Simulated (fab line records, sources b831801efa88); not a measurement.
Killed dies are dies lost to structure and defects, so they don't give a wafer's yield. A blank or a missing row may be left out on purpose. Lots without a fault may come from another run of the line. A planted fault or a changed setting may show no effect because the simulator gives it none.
fab line records | flow sky130
record lots=10 wafers=29 last_day=50
route steps=708 shown CAP2M@615 VIA4@660 METAL5@675
lots that met no fault: from a run of the same line without faults
start_h: hours from the record's first day to the start of the lot's first wafer shown | wait_h: hours since the lot's step before | " the same as in the row above | L1.1+2: a row that stands for several wafers | - no value, or no start given | * or withheld: withheld | < > ~ a bound
route shown NAME@n: a module of which the file shows steps, and the number in the route of the first | usual: mean/standard deviation of fault-free wafers | same: alike in all rows | chamber/n: place in a boat | sites: the reading at each site | _std_site: their standard deviation | _edge_site: outer sites' mean less inner sites' | radius_mm: how far each site lies from the wafer's centre | mask NAME#n: copy n | behind: the tool/chamber that last shaped the wafer | hold: why the lot was held/for how many hours/how that ended | device: the transistor (n, p or np) that didn't switch | end of line: the same wafers' tests at the end of the route | a step without rows: its recipe alone | killed: dies lost to structure and defects at the first sort, not the wafer's yield | map: a wafer's dies, x killed, . not, _ none there
set.NAME: the setting as run; set.NAME@STEP: as run at that earlier step | model.NAME: the simulator's own value behind a step, which no gauge read
steps of the route over a sample of lots; a table a step, a row a wafer
services: from which hour (start_h, from the record's first day; less than 0 if before it) a tool's chamber was out of use, for how many hours, and why
## steps
# step SKY_CAP2M_OVL_MEAS_12
# usual CAP2M_OVL=-0.5/1.3
# columns lot.wafer tool chamber start_h wait_h CAP2M_OVL[nm]
L429.2 overlay-02 - 945.25 0.1 -2.1
L429.3 " - " " -1.0
L429.5 " - " " -3.1
L430.1 overlay-01 - 965.53 0.1 -0.9
L430.4 " - " " -0.7
L430.6 " - " " -1.9
L431.1 overlay-02 - 965.83 0.1 -1.5
L431.2 " - " " -1.7
L431.3 " - " " -1.1
L432.3 overlay-01 - 985.60 0.1 -0.4
L432.5 " - " " -2.4
L432.6 " - " " -2.3
L433.2 overlay-02 - 989.62 0.1 0.3
L433.3 " - " " -0.2
L433.5 " - " " -2.9
L435.2 overlay-01 - 1003.85 0.1 -0.5
L435.3 " - " " -2.7
L435.4 " - " " -2.7
L436.3 overlay-01 - 1005.87 0.1 0.3
L436.4 " - " " 0.5
L436.5 " - " " 0.6
L445.2 overlay-02 - 1061.10 0.1 -1.1
L445.6 " - " " -1.2
L451.2 overlay-01 - 1098.62 0.1 0.4
L451.3 " - " " 0.1
L451.4 " - " " -0.7
L452.2 overlay-01 - 1101.50 0.1 1.2
L452.5 " - " " -0.5
L452.6 " - " " 0.1
# step SKY_VIA4_CMP_21
# recipe stop_on=SiO2 t_overpolish_s=25 down_force_psi=3.5 platen_rpm=60 target_thk_nm=0 pad_velocity_m_s=0.94248
# usual motor_current_A=11.3/1.1 overpolish_run_s=25.000/0.009 platen_rpm=60.00/0.041 retaining_ring_pressure_frac=1.000/0.0047 time_to_endpoint_s=118/4.3
# columns lot.wafer tool chamber start_h wait_h motor_current_A overpolish_run_s platen_rpm retaining_ring_pressure_frac time_to_endpoint_s
L429.3 cmp-01 1 997.13 0.1 11.6 24.994 60.00 0.996 115
L429.2 " 2 " " 12.8 24.986 60.01 1.001 118
L429.5 " 3 " " 12.5 24.997 60.09 0.998 118
L430.1 cmp-01 3 1015.76 0.1 12.0 25.013 60.03 1.005 122
L430.4 " 0 " " 12.0 25.009 60.06 0.994 115
L430.6 " 1 " " 11.5 25.009 60.09 1.000 121
L431.1 cmp-01 1 1015.96 0.1 12.1 25.003 59.95 0.998 115
L431.2 " 2 " " 13.0 24.991 59.96 0.991 118
L431.3 " 0 " " 11.8 25.006 59.97 1.003 112
L432.3 cmp-02 0 1034.89 0.2 10.1 25.010 59.98 1.000 110
L432.5 " 1 " " 9.3 24.985 60.02 0.992 113
L432.6 " 2 " " 11.1 24.996 59.95 1.002 119
L433.3 cmp-01 3 1037.85 0.0 12.9 24.992 59.98 0.997 125
L433.2 " 0 " " 11.6 25.003 59.95 0.999 117
L433.5 " 3 " " 12.6 24.986 59.98 0.997 120
L435.3 cmp-02 0 1051.30 0.0 10.5 25.001 60.00 1.001 119
L435.4 " 1 " " 10.0 25.010 59.98 0.995 122
L435.2 " 2 " " 11.2 24.992 59.91 1.001 124
L436.3 cmp-01 0 1054.50 0.0 11.4 25.001 60.00 1.003 111
L436.4 " 3 " " 12.0 24.997 60.10 1.004 122
L436.5 " 1 " " 12.0 25.004 60.06 1.000 118
L445.2 cmp-02 2 1107.12 0.2 11.5 24.995 59.96 1.005 121
L445.6 " 0 " " 10.6 0.031 60.03 0.995 189
L451.2 cmp-01 0 1141.60 0.2 11.2 24.999 59.93 0.998 123
L451.4 " 1 " " 11.5 24.999 59.92 1.001 122
L451.3 " 2 " " 12.6 24.983 60.03 0.996 125
L452.2 cmp-01 2 1144.59 0.2 13.2 25.000 60.01 1.002 126
L452.6 " 3 " " 12.1 24.999 60.07 1.003 128
L452.5 " 0 " " 11.0 24.979 60.05 0.996 121
# step SKY_METAL5_DESCUM_14
# recipe chemistry=O2 source_power_w=150 bias_power_w=0 pressure_mtorr=10 temp_c=40 time_s=11
# usual drypump_motor_current_A=5.9/0.53 oes_product_au=1.008/0.0088
# columns lot.wafer tool chamber start_h wait_h drypump_motor_current_A oes_product_au rf_hours_counter_h
L429.2 rie_metal-01 0 1020.26 0.1 5.8 1.008 17
L429.3 " 0 " " 5.8 1.002 -
L429.5 " 1 " " 5.8 0.996 -
L430.1 rie_metal-03 1 1038.25 0.1 5.1 1.008 8
L430.4 " 0 " " 6.6 1.019 -
L430.6 " 1 " " 5.1 1.014 -
L431.1 rie_metal-01 1 1038.41 0.1 5.8 1.003 22
L431.2 " 0 " " 5.8 0.993 18
L431.3 " 0 " " 5.9 0.995 -
L432.3 rie_metal-03 0 1057.31 0.1 6.6 1.019 -
L432.5 " 1 " " 5.1 1.006 -
L432.6 " 0 " " 6.6 1.011 -
L433.2 rie_metal-04 0 1059.68 0.1 5.6 1.011 1
L433.3 " 0 " " 5.6 1.004 -
L433.5 " 1 " " 6.4 0.997 -
L435.2 rie_metal-01 1 1073.33 0.1 5.8 1.010 0
L435.3 " 0 " " 5.9 1.008 -
L435.4 " 1 " " 5.8 1.007 -
L436.3 rie_metal-01 1 1075.61 0.1 5.8 1.009 -
L436.4 " 0 " " 5.9 1.014 -
L436.5 " 0 " " 5.8 0.998 -
L445.2 rie_metal-04 0 1127.56 0.1 5.6 1.009 5
L451.2 rie_metal-01 0 1160.41 0.1 5.8 1.000 29
L451.3 " 0 " " 5.9 1.000 -
L451.4 " 1 " " 5.8 1.005 -
L452.2 rie_metal-03 1 1162.55 0.1 5.1 1.011 19
L452.5 " 1 " " 5.1 1.000 -
L452.6 " 0 " " 6.6 1.017 -
# step SKY_METAL5_STRIP_16
# recipe chemistry=O2/N2 power_w=1400 pressure_mtorr=1500 platen_temp_c=withheld o2_flow_sccm=3000 n2_flow_sccm=300 overash_fraction=0.5
# usual drypump_motor_current_A=5.6/0.53 o2_flow_sccm=3001/9.2 oes_product_au=0.710/0.0049 strip_time_to_endpoint_s=13.00/0.11
# columns lot.wafer tool chamber start_h wait_h drypump_motor_current_A o2_flow_sccm oes_product_au rf_hours_counter_h strip_time_to_endpoint_s
L429.2 plasma_asher-03 0 1020.53 0.2 4.8 3004 0.707 59 12.98
L429.3 " 1 " " 5.8 2997 0.706 - 12.92
L429.5 " 0 " " 4.8 2996 0.724 - 13.06
L430.1 plasma_asher-04 1 1038.52 0.2 6.2 3000 0.712 93 13.01
L430.4 " 1 " " 6.2 2994 0.705 - 12.93
L430.6 " 1 " " 6.2 3020 0.711 - 13.03
L431.1 plasma_asher-04 0 1038.68 0.2 4.9 3002 0.711 93 13.06
L431.2 " 1 " " 6.2 2985 0.712 93 13.10
L431.3 " 1 " " 6.2 3000 0.714 - 13.02
L432.3 plasma_asher-03 0 1057.60 0.1 4.8 3011 0.714 - 13.08
L432.5 " 0 " " 4.8 3006 0.700 - 13.16
L432.6 " 1 " " 5.9 2999 0.710 - 13.06
L433.2 plasma_asher-02 1 1059.95 0.2 5.8 2993 0.710 32 13.11
L433.3 " 0 " " 6.0 3004 0.720 - 13.04
L433.5 " 1 " " 5.8 2999 0.704 - 13.05
L435.2 plasma_asher-04 1 1073.60 0.2 6.2 3003 0.707 96 12.72
L435.3 " 0 " " 4.8 2999 0.715 - 12.80
L435.4 " 1 " " 6.2 3002 0.712 - 12.78
L436.3 plasma_asher-04 1 1075.90 0.1 6.2 2997 0.707 - 12.97
L436.4 " 0 " " 4.9 2998 0.716 - 12.94
L436.5 " 1 " " 6.2 2991 0.714 - 12.94
L445.2 plasma_asher-03 0 1127.83 0.2 4.8 2995 0.707 70 13.06
L451.2 plasma_asher-02 1 1160.68 0.2 5.8 2987 0.705 42 13.03
L451.3 " 0 " " 6.0 3005 0.700 - 13.06
L451.4 " 1 " " 5.8 2990 0.710 - 12.93
L452.2 plasma_asher-02 0 1162.82 0.2 6.0 2987 0.715 42 13.14
L452.5 " 1 " " 5.8 2997 0.715 - 13.10
L452.6 " 0 " " 6.0 3006 0.712 - 12.92
## services
# columns tool chamber start_h hours kind
cmp-01 - 974.23 0.2 repair
plasma_asher-04 - 991.74 2.8 pm
cmp-02 - 992.92 11.0 repair
rie_metal-03 0 1014.80 - clean
rie_metal-03 0 1014.80 17.2 scheduled_down
rie_metal-03 0 1014.80 17.2 vent_cycle
plasma_asher-04 - 1025.45 9.0 repair
rie_metal-04 0 1029.47 - clean
plasma_asher-04 - 1032.10 1.4 repair
cmp-02 - 1035.19 0.7 repair
rie_metal-01 1 1039.55 - clean
rie_metal-01 1 1039.55 27.8 scheduled_down
rie_metal-01 1 1039.55 27.8 vent_cycle
cmp-01 - 1050.56 2.3 repair
cmp-02 - 1064.55 3.8 repair
cmp-01 - 1080.22 4.8 pm
cmp-02 - 1084.35 4.0 pm
cmp-02 - 1088.35 - consumable_replace:conditioner
cmp-02 - 1088.35 - consumable_replace:pad
cmp-02 - 1104.86 0.5 repair
cmp-01 - 1110.92 4.9 pm
cmp-01 - 1118.39 2.1 repair
cmp-01 - 1136.99 0.4 repair
cmp-01 - 1141.31 0.2 repair
## key
first_sign step=SKY_VIA4_CMP_21 reading=overpolish_run_s direction=down sigmas=99+ usual=25.000 struck=0.031
effect step=SKY_VIA4_CMP_21 reading=time_to_endpoint_s direction=up sigmas=16 usual=* struck=*
met_at SKY_VIA4_CMP_21
struck_lots L445
struck_wafers L445.6
later_rows_left_out L445.6
sort_left_out L445.6
not_acting_at SKY_CAP2M_OVL_MEAS_12,SKY_METAL5_DESCUM_14,SKY_METAL5_STRIP_16
onset_between 1051.30 1107.12
fault kind=process_parameter_drift tool=cmp-02 chamber=- onset_h=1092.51 steps=SKY_VIA4_CMP_21 channel=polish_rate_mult offset=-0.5 shape=step end_h=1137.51 scope=struck_wafers_only
# sort_left_out: the simulated sort isn't trusted on such a fault, so these wafers' sort isn't shown, and their yield isn't known
# later_rows_left_out: the simulator's readings of these wafers behind a module that went badly wrong aren't trusted and aren't shown, but for the sort
